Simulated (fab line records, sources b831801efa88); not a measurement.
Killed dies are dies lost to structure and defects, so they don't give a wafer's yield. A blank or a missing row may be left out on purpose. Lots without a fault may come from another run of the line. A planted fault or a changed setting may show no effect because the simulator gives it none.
Which tool did it? | flow sky130 | 13 lots, 39 wafers sampled, at 3 steps of a route of 708

WHAT THE GAUGES READ, wafer by wafer
SKY_VT_ADJUST_LVTN_TW_MEAS_10. Usual: VT_ADJUST_LVTN_TW 241.3, standard deviation 1.7.
lot  | measured     | on            | VT_ADJUST_LVTN_TW | flag
L959 | day 7 09:44  | film_metro-01 | 240.0 239.5 239.3 |
L960 | day 7 12:50  | film_metro-02 | 242.4 244.1 243.7 |
L961 | day 7 21:14  | film_metro-01 | 238.5 239.7 239.1 |
L970 | day 10 09:34 | film_metro-01 | 240.5 241.1 241.2 |
L972 | day 11 01:46 | film_metro-03 | 239.6 241.5 240.3 |
L973 | day 11 07:54 | film_metro-03 | 242.1 239.9 241.1 |
L974 | day 11 14:22 | film_metro-01 | 241.1 241.5 241.5 |
L975 | day 12 00:53 | film_metro-01 | 240.6 241.7 239.6 |
L977 | day 12 12:50 | film_metro-03 | 241.8 240.0 240.3 |
L978 | day 12 16:55 | film_metro-03 | 240.6 239.7 240.6 |
L980 | day 13 03:59 | film_metro-02 | 243.2 242.3 243.5 |

SKY_LDD_N_OVL_MEAS_07. Usual: LDD_N_OVL -1.3 nm, standard deviation 1.3.
lot  | measured     | on         | LDD_N_OVL (nm) | flag
L959 | day 18 13:20 | overlay-02 | -0.9 -2.1 -0.4 |
L960 | day 19 03:56 | overlay-02 | -2.9 -1.5 -2.4 |
L961 | day 19 03:17 | overlay-01 | -0.3 0.0 -1.0  |
L970 | day 22 15:11 | overlay-01 | -1.3 0.0 0.2   |
L972 | day 23 15:54 | overlay-02 | -1.9 1.0 0.4   |
L973 | day 24 01:02 | overlay-02 | -0.1 -1.6 -1.0 |
L974 | day 24 02:05 | overlay-02 | -2.8 -2.2 -2.9 |
L975 | day 24 15:59 | overlay-02 | -1.3 0.9 -2.3  |
L977 | day 25 14:35 | overlay-02 | -1.9 0.6 -1.4  |
L978 | day 26 04:23 | overlay-02 | -2.6 -2.6 -3.2 |
L980 | day 26 03:30 | overlay-01 | -0.8 -1.8 -0.2 |

WHICH TOOL RAN EACH LOT (tool, then ch and the chambers of the sampled wafers, then the start)
lot  | SKY_FIELD_ISO_CVD_03
L959 | lpcvd-02 ch 1, day 1 22:33
L960 | lpcvd-02 ch 0, day 2 02:41
L961 | lpcvd-02 ch 0, day 2 08:59
L964 | lpcvd-02 ch 1, day 2 23:25
L965 | lpcvd-02 ch 0, day 3 04:08
L970 | lpcvd-02 ch 0, day 4 05:37
L972 | lpcvd-02 ch 0, day 4 16:00
L973 | lpcvd-02 ch 0, day 4 20:11
L974 | lpcvd-02 ch 1, day 5 00:41
L975 | lpcvd-02 ch 0, day 5 08:22
L977 | lpcvd-02 ch 1, day 5 17:37
L978 | lpcvd-02 ch 0, day 5 22:19
L980 | lpcvd-02 ch 0, day 6 07:38
- SKY_FIELD_ISO_CVD_03: deposits Si3N4 from DCS/NH3, target thk 165 nm, time 2830 s.

WHAT THE TOOLS THEMSELVES READ (means of the sampled wafers that have a number; where no wafer has one, the mark that the record gives instead)
SKY_FIELD_ISO_CVD_03. Usual: pressure_mtorr 250.1 mTorr, standard deviation 0.52; spike_tc_bottom_C 790.7 C, standard deviation 1.8; zone_power_bottom_pct 21.6 %, standard deviation 1.4; zone_power_top_pct 27.5 %, standard deviation 1.8.
lot  | tool     | pressure_mtorr (mTorr) | spike_tc_bottom_C (C) | zone_power_bottom_pct (%) | zone_power_top_pct (%) | flag
L959 | lpcvd-02 | 249.9                  | 788.0                 | 19.7                      | 24.8                   |
L960 | lpcvd-02 | 250.0                  | 791.5                 | 22.4                      | 28.6                   |
L961 | lpcvd-02 | 250.4                  | 791.4                 | 22.5                      | 28.8                   |
L964 | lpcvd-02 | -                      | -                     | -                         | -                      | OFF
L965 | lpcvd-02 | -                      | -                     | -                         | -                      | OFF
L970 | lpcvd-02 | 249.6                  | 792.1                 | 22.6                      | 28.7                   |
L972 | lpcvd-02 | 250.8                  | 791.3                 | 22.6                      | 28.7                   |
L973 | lpcvd-02 | 250.6                  | 791.9                 | 22.5                      | 29.0                   |
L974 | lpcvd-02 | 250.3                  | 787.2                 | 19.4                      | 25.1                   |
L975 | lpcvd-02 | 249.1                  | 791.8                 | 22.4                      | 28.7                   |
L977 | lpcvd-02 | 250.1                  | 788.8                 | 19.7                      | 24.8                   |
L978 | lpcvd-02 | 249.7                  | 791.3                 | 22.6                      | 28.7                   |
L980 | lpcvd-02 | 249.9                  | 790.6                 | 22.5                      | 28.5                   |

THE ANSWER, worked out from the rows above alone
Rule: a lot is off if the mean of its wafers that have a number lies more than 3 standard deviations from the usual mean. A lot without any number at a reading at which 4 lots or more have one is off too. The other lots that the step has rows for count as sound. The gauges are gone through in route order, then the tools' own readings, and for those a lot's mean is taken as printed above. The first step at which some lot is off is used, and at that step the reading that is off furthest; a lot without a number counts as furthest.
Off: L964, L965, at SKY_FIELD_ISO_CVD_03 (pressure_mtorr). Without a number there: L964, L965.
A tool fits if, at that step or a process step before it, it ran every lot that is off, and no sound lot after the first of them. None of those tried fits.

WHAT THE SIMULATOR HAD PUT IN
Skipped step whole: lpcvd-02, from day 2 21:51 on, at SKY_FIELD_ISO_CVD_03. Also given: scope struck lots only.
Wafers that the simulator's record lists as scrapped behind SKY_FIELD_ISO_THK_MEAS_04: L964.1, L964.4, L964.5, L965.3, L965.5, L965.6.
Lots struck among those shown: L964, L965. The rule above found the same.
